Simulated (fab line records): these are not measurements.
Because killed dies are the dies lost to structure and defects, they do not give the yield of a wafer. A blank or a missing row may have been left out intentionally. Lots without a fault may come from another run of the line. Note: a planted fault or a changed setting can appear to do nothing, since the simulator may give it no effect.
What tool caused it?	flow sky130	21 wafers from 7 lots sampled at 3 of the route's 708 steps

== WHAT THE GAUGES READ, wafer by wafer ==
SKY_CAPM_RS_MEAS_03: measures by four-point-probe.
lot	measured	on	CAPM_TIN_RS (ohm/sq)
L753	day 36 21:09	film metro-02	6.89 6.98 6.91
L755	day 37 11:50	film metro-01	7.00 6.93 7.00
L759	day 38 18:06	film metro-02	6.91 6.93 6.95
L768	day 41 13:54	film metro-03	6.92 7.05 7.12
L770	day 42 06:57	film metro-03	6.88 6.92 6.93
L772	day 42 13:09	film metro-02	6.98 6.88 7.00
L774	day 44 07:39	film metro-01	6.92 6.82 6.97

== WHAT TOOL EACH LOT RAN ON (gives the tool, then ch and the chambers of the sampled wafers, and finally the start) ==
lot	SKY_METAL3_SPUTTER_00	SKY_CAPM_CVD_00
L753	pvd sputter-01, day 36 20:44	pecvd-04 ch 1,2, day 36 20:54
L755	pvd sputter-03, day 37 11:29	pecvd-04 ch 0,1,2, day 37 11:39
L759	pvd sputter-03, day 38 17:46	pecvd-04 ch 1,2, day 38 17:55
L768	pvd sputter-03, day 41 13:32	pecvd-01 ch 0,1, day 41 13:41
L770	pvd sputter-01, day 42 06:36	pecvd-03 ch 0,1,2, day 42 06:46
L772	pvd sputter-01, day 42 12:48	pecvd-03 ch 0,1,2, day 42 12:57
L774	pvd sputter-03, day 44 07:17	pecvd-03 ch 1,2, day 44 07:26
- SKY_METAL3_SPUTTER_00: material Ti, target thk 15 nm, time 10 s.
- SKY_CAPM_CVD_00: deposits SiO2, target thk 15.5 nm.

== THE ANSWER, worked out from the rows above alone ==
Rule: usual is defined by the lots themselves. The widest of any qualifying gaps counts: lots, ordered by their means at a reading, are off when they make up no more than a third of the lots, leave a main group of 4 or more, and stand apart from it by 3 or more times the standard deviation of that group's means. A main group is skipped when, at the precision printed for the reading in the tables above, its means are all equal. A lot without any number at a reading at which 4 lots or more have one is off too. The other lots that the step has rows for count as sound.
None of the lots is off at any reading shown; this tells nothing.

== WHAT HAD BEEN PUT IN BY THE SIMULATOR ==
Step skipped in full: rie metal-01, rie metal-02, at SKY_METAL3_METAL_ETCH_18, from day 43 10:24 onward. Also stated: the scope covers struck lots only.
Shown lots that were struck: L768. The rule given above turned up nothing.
